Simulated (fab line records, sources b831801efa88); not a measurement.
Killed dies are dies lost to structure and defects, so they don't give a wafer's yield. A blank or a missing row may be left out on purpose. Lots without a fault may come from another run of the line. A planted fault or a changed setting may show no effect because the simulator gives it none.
A struck lot beside a sound one | flow gf180mcu | 17 steps out of a route of 602
Sound: wafers L488.1, L488.4, L488.6. Struck: wafer L498.4. (L498.3, L498.6 of the same lot were not struck and are left out.) The cause comes at the end.
At each step with rows: each side's tool, then ch and its chambers, then its first start. Under that, the readings that differ: sound wafers | struck wafers | difference of the means | sigmas: that difference in standard deviations of wafers without a fault.
alike: readings whose means differ by less than 2 such deviations, and words and numbers that are the same on both sides. not compared: withheld readings, readings that some wafer has no value for, bounds like >300 that may hide the same value, and numbers for which the record gives no deviation and whose values overlap.
The two part at a step that has a row with sigmas, a row that says differs or no value, or rows on one side only. Numbers that don't overlap but have no deviation are shown without sigmas and don't part them. A reading that every wafer of one side lacks parts them only if that side has two wafers or more.

first, 3 steps without rows for these wafers: GF_V3_EXPOSE_11 (exposes mask Via3, target cd 260 nm); GF_V3_PEB_12 (peb time 90 s); GF_V3_DEVELOP_13 (develop time 60 s).
GF_V3_CD_MEAS_14: target cd 260 nm.
  sound on cd_sem-02, day 24 02:37; struck on cd_sem-01, day 27 10:23
  alike: cd_nm
GF_V3_OVL_MEAS_15:
  sound on overlay-01, day 24 02:44; struck on overlay-01, day 27 10:28
  alike: V3_OVL
GF_V3_ETCH_16: etches BARC in N2/H2.
  sound on rie_diel-04 ch 0,1,3, day 24 02:46; struck on rie_diel-01 ch 1, day 27 10:29
  reading                | sound                | struck | difference | sigmas
  throttle_valve_pct (%) | 13.211 13.215 13.218 | 13.238 | +0.023     | +3
  alike: drypump_motor_current_A, oes_product_au
GF_V3_ETCH_17: etches SiO2 in C4F8/O2/Ar, stops on TiN, target depth 635 nm.
  sound on rie_diel-04 ch 0,1,3; struck on rie_diel-01 ch 1
  alike: oes_product_au
GF_V3_STRIP_18: strips in O2/N2.
  sound on plasma_asher-03 ch 0, day 24 02:54; struck on plasma_asher-03 ch 0, day 27 10:40
  alike: drypump_motor_current_A, heater_power_w, o2_flow_sccm, oes_product_au
  not compared: rf_hours_counter_h
then, 2 steps without rows for these wafers: GF_V3_STRIP_19 (strips in post etch residue remover, time 1200 s); GF_V3_CLEAN_20 (cleans in DIW).
GF_V3_SPUTTER_21: material Ti, target thk 15 nm, time 80.02 s.
  sound on pvd_sputter-03, day 24 03:29; struck on pvd_sputter-03, day 27 11:11
  alike: throttle_valve_pct
GF_V3_SPUTTER_22: material TiN, target thk 10 nm, time 40 s.
  sound on pvd_sputter-03, day 24 03:32; struck on pvd_sputter-03, day 27 11:16
  alike: throttle_valve_pct
GF_V3_CVD_23: deposits W, target thk 350 nm, time 104.9 s.
  sound on cvd_w-02 ch 0,1, day 24 03:35; struck on cvd_w-02 ch 1, day 27 11:20
  reading                          | sound           | struck | difference | sigmas
  model.W_of_V3_CVD_23.thk_nm (nm) | 351 347.7 356.9 | 381.3  | +29.4      |
  alike: heater_power_outer_w, heater_power_w
GF_V3_RS_MEAS_24: measures by four-point-probe.
  sound on film_metro-03, day 24 03:41; struck on film_metro-02, day 27 11:27
  reading          | sound             | struck | difference | sigmas
  V3_W_RS (ohm/sq) | 0.326 0.329 0.321 | 0.300  | -0.025     | -7
GF_V3_THK_MEAS_25: measures by xrf.
  sound on film_metro-03, day 24 03:49; struck on film_metro-02, day 27 11:33
  reading       | sound       | struck | difference | sigmas
  V3_W_THK (nm) | 355 351 359 | 384    | +29        | +7
then, 1 step without rows for these wafers: GF_V3_CMP_26 (polishes, stops on SiO2, t overpolish 15 s, target thk 0 nm).
-- the record jumps here: 6 days lie between the struck wafers' starts before and after (it left off in module V3 and takes up again in module PASSIVATION, whose first step shown is number 602 of the route) --
GF_PASSIVATION_PROBE_99:
  the record has rows for the struck wafers here (prober-02, day 33 03:28) and none for the sound ones

WHERE THEY PART
First at GF_V3_ETCH_16; last, within this record, at GF_PASSIVATION_PROBE_99.

WHY: what the simulator had put in
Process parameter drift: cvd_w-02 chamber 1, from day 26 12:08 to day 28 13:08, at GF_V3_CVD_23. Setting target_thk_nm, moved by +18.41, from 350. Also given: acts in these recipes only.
